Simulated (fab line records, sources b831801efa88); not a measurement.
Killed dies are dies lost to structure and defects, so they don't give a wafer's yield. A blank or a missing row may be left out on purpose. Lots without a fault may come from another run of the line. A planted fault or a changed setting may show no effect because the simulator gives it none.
Which tool did it? | flow gf180mcu | 10 lots, 30 wafers sampled, at 6 steps of a route of 602

WHAT THE GAUGES READ, wafer by wafer
GF_M4_OVL_MEAS_15. Usual: M4_OVL 0 nm, standard deviation 5.5.
lot  | measured     | on         | M4_OVL (nm) | flag
L468 | day 24 01:19 | overlay-01 | 0 0 -4      |
L470 | day 24 18:31 | overlay-02 | -7 -7 -7    |
L471 | day 25 03:59 | overlay-02 | 3 4 -3      |
L472 | day 25 11:40 | overlay-01 | -8 -10 -3   |
L480 | day 28 03:04 | overlay-02 | -2 -9 -8    |
L481 | day 28 10:52 | overlay-02 | 2 3 3       |
L482 | day 28 14:42 | overlay-02 | -5 -6 5     |
L483 | day 28 22:10 | overlay-01 | 9 9 8       |
L486 | day 29 17:16 | overlay-02 | 4 4 -5      |
L488 | day 30 03:50 | overlay-02 | 9 3 10      |

GF_MIM_RS_MEAS_10: measures by four-point-probe. Usual: MIM_ALCU_RS 0.1605 ohm/sq, standard deviation 0.0021.
lot  | measured     | on            | MIM_ALCU_RS (ohm/sq) | flag
L468 | day 25 02:28 | film_metro-02 | 0.1610 0.1629 0.1573 |
L470 | day 25 19:10 | film_metro-02 | 0.2216 0.1604 0.2243 | OFF
L471 | day 26 04:25 | film_metro-03 | 0.1612 0.2205 0.1615 | OFF
L472 | day 26 12:11 | film_metro-03 | 0.2239 0.1589 0.1615 | OFF
L480 | day 29 01:29 | film_metro-04 | 0.1600 0.1610 0.1645 |
L481 | day 29 09:04 | film_metro-04 | 0.1595 0.1601 0.1638 |
L482 | day 29 12:48 | film_metro-02 | 0.1627 0.1637 0.1613 |
L483 | day 29 22:06 | film_metro-04 | 0.1614 0.1647 0.1594 |
L486 | day 30 14:08 | film_metro-02 | 0.1588 0.1605 0.1595 |
L488 | day 31 01:33 | film_metro-04 | 0.1604 0.1575 0.1571 |

GF_MIM_THK_MEAS_11: measures by xrf. Usual: MIM_ALCU_THK 199.7 nm, standard deviation 2.7.
lot  | measured     | on            | MIM_ALCU_THK (nm) | flag
L468 | day 25 02:34 | film_metro-02 | 198.1 196.9 203.1 |
L470 | day 25 19:17 | film_metro-02 | 147.5 200.1 145.9 | OFF
L471 | day 26 04:31 | film_metro-03 | 200.4 147.7 198.7 | OFF
L472 | day 26 12:18 | film_metro-03 | 145.5 201.7 199.0 | OFF
L480 | day 29 01:36 | film_metro-04 | 200.0 198.2 195.9 |
L481 | day 29 09:11 | film_metro-04 | 201.3 200.3 195.9 |
L482 | day 29 12:55 | film_metro-02 | 197.4 194.8 196.3 |
L483 | day 29 22:13 | film_metro-04 | 198.2 193.8 202.0 |
L486 | day 30 14:16 | film_metro-02 | 202.8 201.2 202.1 |
L488 | day 31 01:39 | film_metro-04 | 200.1 202.3 203.1 |

WHICH TOOL RAN EACH LOT (tool, then ch and the chambers of the sampled wafers, then the start)
lot  | GF_V4_ETCH_16                      | GF_V4_CVD_23                  | GF_MIM_SPUTTER_08
L468 | rie_diel-03 ch 1,2,3, day 25 00:40 | cvd_w-02 ch 0,1, day 25 01:26 | pvd_sputter-02, day 25 02:23
L470 | rie_diel-03 ch 0,1,3, day 25 17:23 | cvd_w-01 ch 0,1, day 25 18:10 | pvd_sputter-02, day 25 19:07
L471 | rie_diel-02 ch 2,3, day 26 02:35   | cvd_w-02 ch 0,1, day 26 03:22 | pvd_sputter-02, day 26 04:20
L472 | rie_diel-01 ch 1,3, day 26 10:21   | cvd_w-01 ch 0,1, day 26 11:07 | pvd_sputter-02, day 26 12:08
L480 | rie_diel-02 ch 0,2,3, day 28 23:23 | cvd_w-01 ch 0,1, day 29 00:11 | pvd_sputter-02, day 29 01:25
L481 | rie_diel-03 ch 0,2,3, day 29 07:18 | cvd_w-01 ch 0,1, day 29 08:04 | pvd_sputter-04, day 29 09:01
L482 | rie_diel-02 ch 0,2, day 29 11:00   | cvd_w-01 ch 0,1, day 29 11:46 | pvd_sputter-02, day 29 12:43
L483 | rie_diel-02 ch 0,3, day 29 18:25   | cvd_w-02 ch 1, day 29 19:10   | pvd_sputter-02, day 29 22:02
L486 | rie_diel-03 ch 0,2,3, day 30 12:18 | cvd_w-02 ch 0,1, day 30 13:08 | pvd_sputter-03, day 30 14:05
L488 | rie_diel-03 ch 0,1,2, day 30 23:39 | cvd_w-01 ch 0,1, day 31 00:28 | pvd_sputter-02, day 31 01:28
- GF_V4_ETCH_16: etches BARC in N2/H2.
- GF_V4_CVD_23: deposits W, target thk 350 nm, time 104.9 s.
- GF_MIM_SPUTTER_08: material AlCu, target thk 200 nm, time 10.6 s.

WHAT THE TOOLS THEMSELVES READ (means of the sampled wafers that have a number; where no wafer has one, the mark that the record gives instead)
GF_V4_ETCH_16. Usual: drypump_motor_current_A 5.5 A, standard deviation 0.36; oes_product_au 0.856 a.u., standard deviation 0.0049; rf_fwd_power_W 495.3 W, standard deviation 2; throttle_valve_pct 13.223 %, standard deviation 0.0093.
lot  | tool        | drypump_motor_current_A (A) | oes_product_au (a.u.) | rf_fwd_power_W (W) | throttle_valve_pct (%) | flag
L468 | rie_diel-03 | 5.6                         | 0.853                 | 495.4              | 13.229                 |
L470 | rie_diel-03 | 5.6                         | 0.852                 | 495.7              | 13.218                 |
L471 | rie_diel-02 | 5.1                         | 0.854                 | 493.0              | 13.214                 |
L472 | rie_diel-01 | 5.4                         | 0.857                 | 494.6              | 13.237                 |
L480 | rie_diel-02 | 5.2                         | 0.859                 | 495.9              | 13.233                 |
L481 | rie_diel-03 | 5.9                         | 0.856                 | 496.6              | 13.214                 |
L482 | rie_diel-02 | 5.3                         | 0.851                 | 494.9              | 13.226                 |
L483 | rie_diel-02 | 5.4                         | 0.856                 | 494.3              | 13.228                 |
L486 | rie_diel-03 | 5.9                         | 0.857                 | 495.5              | 13.223                 |
L488 | rie_diel-03 | 5.7                         | 0.856                 | 495.4              | 13.232                 |

GF_V4_CVD_23. Usual: heater_power_w 802 W, standard deviation 97.
lot  | tool     | heater_power_w (W) | flag
L468 | cvd_w-02 | 851                |
L470 | cvd_w-01 | 741                |
L471 | cvd_w-02 | 860                |
L472 | cvd_w-01 | 757                |
L480 | cvd_w-01 | 826                |
L481 | cvd_w-01 | 819                |
L482 | cvd_w-01 | 829                |
L483 | cvd_w-02 | 920                |
L486 | cvd_w-02 | 807                |
L488 | cvd_w-01 | 825                |

GF_MIM_SPUTTER_08. Usual: throttle_valve_pct 29.6 %, standard deviation 1.1.
lot  | tool           | throttle_valve_pct (%) | flag
L468 | pvd_sputter-02 | 29.5                   |
L470 | pvd_sputter-02 | 28.8                   |
L471 | pvd_sputter-02 | 28.8                   |
L472 | pvd_sputter-02 | 29.2                   |
L480 | pvd_sputter-02 | 28.9                   |
L481 | pvd_sputter-04 | 30.2                   |
L482 | pvd_sputter-02 | 28.8                   |
L483 | pvd_sputter-02 | 29.6                   |
L486 | pvd_sputter-03 | 30.1                   |
L488 | pvd_sputter-02 | 28.6                   |

THE ANSWER, worked out from the rows above alone
Rule: a lot is off if the mean of its wafers that have a number lies more than 3 standard deviations from the usual mean. A lot without any number at a reading at which 4 lots or more have one is off too. The other lots that the step has rows for count as sound. The gauges are gone through in route order, then the tools' own readings, and for those a lot's mean is taken as printed above. The first step at which some lot is off is used, and at that step the reading that is off furthest; a lot without a number counts as furthest.
Off: L470, L471, L472, at GF_MIM_RS_MEAS_10 (MIM_ALCU_RS).
A tool fits if, at a process step before that reading, it ran every lot that is off, and no sound lot after the first of them. The gauges at GF_MIM_RS_MEAS_10 are tried like those tools. None of those tried fits.

WHAT THE SIMULATOR HAD PUT IN
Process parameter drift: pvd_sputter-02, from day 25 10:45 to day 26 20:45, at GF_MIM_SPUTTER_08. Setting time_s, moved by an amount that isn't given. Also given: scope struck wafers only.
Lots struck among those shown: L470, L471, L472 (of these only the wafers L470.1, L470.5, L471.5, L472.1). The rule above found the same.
